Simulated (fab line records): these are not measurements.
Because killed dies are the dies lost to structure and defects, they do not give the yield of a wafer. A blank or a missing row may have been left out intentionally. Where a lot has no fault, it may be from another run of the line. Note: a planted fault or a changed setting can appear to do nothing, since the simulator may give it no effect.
The tool behind it: which one? :: flow sky130 :: 72 wafers from 24 lots sampled at 3 of the route's 708 steps

WHAT EACH GAUGE READ, for each wafer
SKY_NWELL_THK_MEAS_02. Usual: NWELL_OXIDATION_THK typically reads 10.03 nm, with standard deviation 0.17.
lot: L074
measured: day 2 13:13
on: film metro-04
NWELL_OXIDATION_THK (nm): 10.18 10.05 9.97
flag: 

lot: L075
measured: day 2 16:58
on: film metro-01
NWELL_OXIDATION_THK (nm): 10.45 10.22 10.30
flag: 

lot: L076
measured: day 3 01:14
on: film metro-02
NWELL_OXIDATION_THK (nm): 10.01 10.37 10.11
flag: 

lot: L077
measured: day 3 06:13
on: film metro-04
NWELL_OXIDATION_THK (nm): 10.18 10.11 10.09
flag: 

lot: L078
measured: day 3 10:32
on: film metro-02
NWELL_OXIDATION_THK (nm): 10.06 10.18 10.06
flag: 

lot: L079
measured: day 3 15:02
on: film metro-01
NWELL_OXIDATION_THK (nm): 10.30 10.33 9.93
flag: 

lot: L080
measured: day 3 21:10
on: film metro-04
NWELL_OXIDATION_THK (nm): 10.06 10.11 10.09
flag: 

lot: L081
measured: day 4 01:02
on: film metro-04
NWELL_OXIDATION_THK (nm): 10.00 9.98 9.87
flag: 

lot: L082
measured: day 4 03:51
on: film metro-04
NWELL_OXIDATION_THK (nm): 9.97 10.02 10.01
flag: 

lot: L083
measured: day 4 09:01
on: film metro-01
NWELL_OXIDATION_THK (nm): 9.97 9.91 10.07
flag: 

lot: L084
measured: day 4 15:34
on: film metro-02
NWELL_OXIDATION_THK (nm): 9.87 9.86 9.84
flag: 

lot: L085
measured: day 4 20:59
on: film metro-04
NWELL_OXIDATION_THK (nm): 9.78 10.00 9.78
flag: 

lot: L086
measured: day 5 01:43
on: film metro-02
NWELL_OXIDATION_THK (nm): 10.09 10.25 10.22
flag: 

lot: L087
measured: day 5 08:43
on: film metro-02
NWELL_OXIDATION_THK (nm): 9.87 9.97 10.04
flag: 

lot: L088
measured: day 5 11:39
on: film metro-02
NWELL_OXIDATION_THK (nm): 9.99 9.91 10.03
flag: 

lot: L089
measured: day 5 20:22
on: film metro-02
NWELL_OXIDATION_THK (nm): 9.88 9.65 9.97
flag: 

lot: L090
measured: day 6 01:04
on: film metro-01
NWELL_OXIDATION_THK (nm): 10.03 9.90 10.07
flag: 

lot: L091
measured: day 6 06:50
on: film metro-01
NWELL_OXIDATION_THK (nm): 10.02 9.87 10.02
flag: 

lot: L092
measured: day 6 11:04
on: film metro-02
NWELL_OXIDATION_THK (nm): 9.85 9.82 9.79
flag: 

lot: L093
measured: day 6 16:28
on: film metro-04
NWELL_OXIDATION_THK (nm): 9.95 9.89 9.80
flag: 

lot: L094
measured: day 6 20:59
on: film metro-02
NWELL_OXIDATION_THK (nm): 9.91 9.89 9.82
flag: 

lot: L095
measured: day 7 04:16
on: film metro-02
NWELL_OXIDATION_THK (nm): 10.59 10.24 10.31
flag: 

lot: L096
measured: day 7 09:44
on: film metro-02
NWELL_OXIDATION_THK (nm): 9.89 9.84 9.74
flag: 

lot: L097
measured: day 7 13:42
on: film metro-02
NWELL_OXIDATION_THK (nm): 9.96 10.16 10.25
flag: 

SKY_LDD_HVN_TW_MEAS_10. Usual: LDD_HVN_TW typically reads 1436, with standard deviation 11.
lot: L074
measured: day 20 09:16
on: film metro-02
LDD_HVN_TW: 1425 1427 1432
flag: 

lot: L075
measured: day 21 03:15
on: film metro-03
LDD_HVN_TW: 1425 1434 1441
flag: 

lot: L076
measured: day 21 14:14
on: film metro-03
LDD_HVN_TW: 1431 1437 1436
flag: 

lot: L077
measured: day 21 15:11
on: film metro-02
LDD_HVN_TW: 1432 1432 1426
flag: 

lot: L078
measured: day 21 23:05
on: film metro-03
LDD_HVN_TW: 1435 1436 1434
flag: 

lot: L079
measured: day 22 09:37
on: film metro-03
LDD_HVN_TW: 1435 1433 1430
flag: 

lot: L080
measured: day 22 19:33
on: film metro-04
LDD_HVN_TW: 1455 1446 1450
flag: 

lot: L081
measured: day 22 22:14
on: film metro-03
LDD_HVN_TW: 1429 1444 1435
flag: 

lot: L082
measured: day 23 05:11
on: film metro-03
LDD_HVN_TW: 1444 1442 1447
flag: 

lot: L083
measured: day 23 11:20
on: film metro-04
LDD_HVN_TW: 1434 1442 1436
flag: 

lot: L084
measured: day 23 19:25
on: film metro-03
LDD_HVN_TW: 1440 1435 1435
flag: 

lot: L085
measured: day 24 07:08
on: film metro-04
LDD_HVN_TW: 1449 1449 1457
flag: 

lot: L086
measured: day 24 12:07
on: film metro-03
LDD_HVN_TW: 1439 1442 1434
flag: 

lot: L087
measured: day 25 00:38
on: film metro-02
LDD_HVN_TW: 1420 1413 1419
flag: 

lot: L088
measured: day 25 08:11
on: film metro-04
LDD_HVN_TW: 1444 1452 1453
flag: 

lot: L089
measured: day 25 13:14
on: film metro-02
LDD_HVN_TW: 1414 1422 1415
flag: 

lot: L090
measured: day 26 06:56
on: film metro-04
LDD_HVN_TW: 1449 1446 1447
flag: 

lot: L091
measured: day 26 10:36
on: film metro-03
LDD_HVN_TW: 1425 1422 1423
flag: 

lot: L092
measured: day 26 16:38
on: film metro-04
LDD_HVN_TW: 1447 1449 1454
flag: 

lot: L093
measured: day 27 00:35
on: film metro-02
LDD_HVN_TW: 1426 1422 1426
flag: 

lot: L094
measured: day 27 10:58
on: film metro-03
LDD_HVN_TW: 1425 1422 1424
flag: 

lot: L095
measured: day 27 19:37
on: film metro-04
LDD_HVN_TW: 1440 1443 1438
flag: 

lot: L096
measured: day 28 00:53
on: film metro-03
LDD_HVN_TW: 1415 1419 1421
flag: 

lot: L097
measured: day 28 09:22
on: film metro-04
LDD_HVN_TW: 1453 1440 1450
flag: 

SKY_LDD_LDN_OVL_MEAS_07. Usual: LDD_LDN_OVL typically reads -0.9 nm, with standard deviation 1.3.
lot: L074
measured: day 22 23:19
on: overlay-02
LDD_LDN_OVL (nm): -0.7 -0.7 -2.9
flag: 

lot: L075
measured: day 23 17:08
on: overlay-02
LDD_LDN_OVL (nm): -0.7 1.1 0.5
flag: 

lot: L076
measured: day 24 02:53
on: overlay-02
LDD_LDN_OVL (nm): -0.5 0.7 1.6
flag: 

lot: L077
measured: day 24 04:05
on: overlay-02
LDD_LDN_OVL (nm): -2.6 -0.3 -0.9
flag: 

lot: L078
measured: day 24 11:29
on: overlay-01
LDD_LDN_OVL (nm): -1.4 -1.5 -1.9
flag: 

lot: L079
measured: day 24 21:56
on: overlay-01
LDD_LDN_OVL (nm): -0.1 -0.8 -1.3
flag: 

lot: L080
measured: day 25 06:20
on: overlay-01
LDD_LDN_OVL (nm): 0.2 1.9 1.9
flag: 

lot: L081
measured: day 25 09:28
on: overlay-02
LDD_LDN_OVL (nm): -1.0 -0.9 -1.1
flag: 

lot: L082
measured: day 25 16:47
on: overlay-02
LDD_LDN_OVL (nm): -1.3 -0.9 -1.6
flag: 

lot: L083
measured: day 25 22:18
on: overlay-01
LDD_LDN_OVL (nm): -3.1 -2.0 -3.4
flag: 

lot: L084
measured: day 26 06:19
on: overlay-02
LDD_LDN_OVL (nm): -1.2 -0.2 -0.3
flag: 

lot: L085
measured: day 26 17:39
on: overlay-01
LDD_LDN_OVL (nm): -0.9 -0.6 0.7
flag: 

lot: L086
measured: day 26 22:16
on: overlay-02
LDD_LDN_OVL (nm): -1.1 -1.1 -0.3
flag: 

lot: L087
measured: day 27 10:49
on: overlay-02
LDD_LDN_OVL (nm): -1.0 -2.6 -1.5
flag: 

lot: L088
measured: day 27 18:21
on: overlay-01
LDD_LDN_OVL (nm): 2.0 -0.7 0.7
flag: 

lot: L089
measured: day 27 22:37
on: overlay-01
LDD_LDN_OVL (nm): -0.1 1.8 1.9
flag: 

lot: L090
measured: day 28 16:29
on: overlay-02
LDD_LDN_OVL (nm): 0.9 -0.2 1.9
flag: 

lot: L091
measured: day 28 21:03
on: overlay-02
LDD_LDN_OVL (nm): -0.7 -1.5 -0.1
flag: 

lot: L092
measured: day 29 02:41
on: overlay-02
LDD_LDN_OVL (nm): -2.1 1.9 -1.9
flag: 

lot: L093
measured: day 29 09:16
on: overlay-01
LDD_LDN_OVL (nm): -2.9 -4.0 -2.1
flag: 

lot: L094
measured: day 29 19:29
on: overlay-01
LDD_LDN_OVL (nm): -1.7 -2.6 -1.0
flag: 

lot: L095
measured: day 30 02:53
on: overlay-02
LDD_LDN_OVL (nm): -1.4 -2.9 -3.2
flag: 

lot: L096
measured: day 30 08:19
on: overlay-02
LDD_LDN_OVL (nm): -0.5 -1.2 -2.7
flag: 

lot: L097
measured: day 30 16:17
on: overlay-02
LDD_LDN_OVL (nm): -2.0 0.6 -1.8
flag: 

WHAT TOOL EACH LOT RAN ON (gives the tool, then ch and the chambers of the sampled wafers, and finally the start)
There is no process step in the record ahead of these readings.

WHAT THE TOOLS THEMSELVES READ (means of the sampled wafers that have a number; where no wafer has one, the mark that the record gives instead)
The record holds no such reading with a usual standard deviation.

THE ANSWER, worked out from the rows above alone
Rule: take the mean of a lot's wafers that have a number; if it is more than 3 standard deviations from the usual mean, the lot is off. Also off: a lot with no number at a reading for which 4 or more lots have one. The other lots that the step has rows for count as sound. After the gauges, taken in route order, come the tools' own readings; for these a lot's mean is taken, as printed above. The first step at which some lot is off is used, and at that step the reading that is off furthest; a lot without a number counts as furthest.
Across all readings shown, no lot is off: no conclusion can be drawn from this.

WHAT THE SIMULATOR HAD PUT IN
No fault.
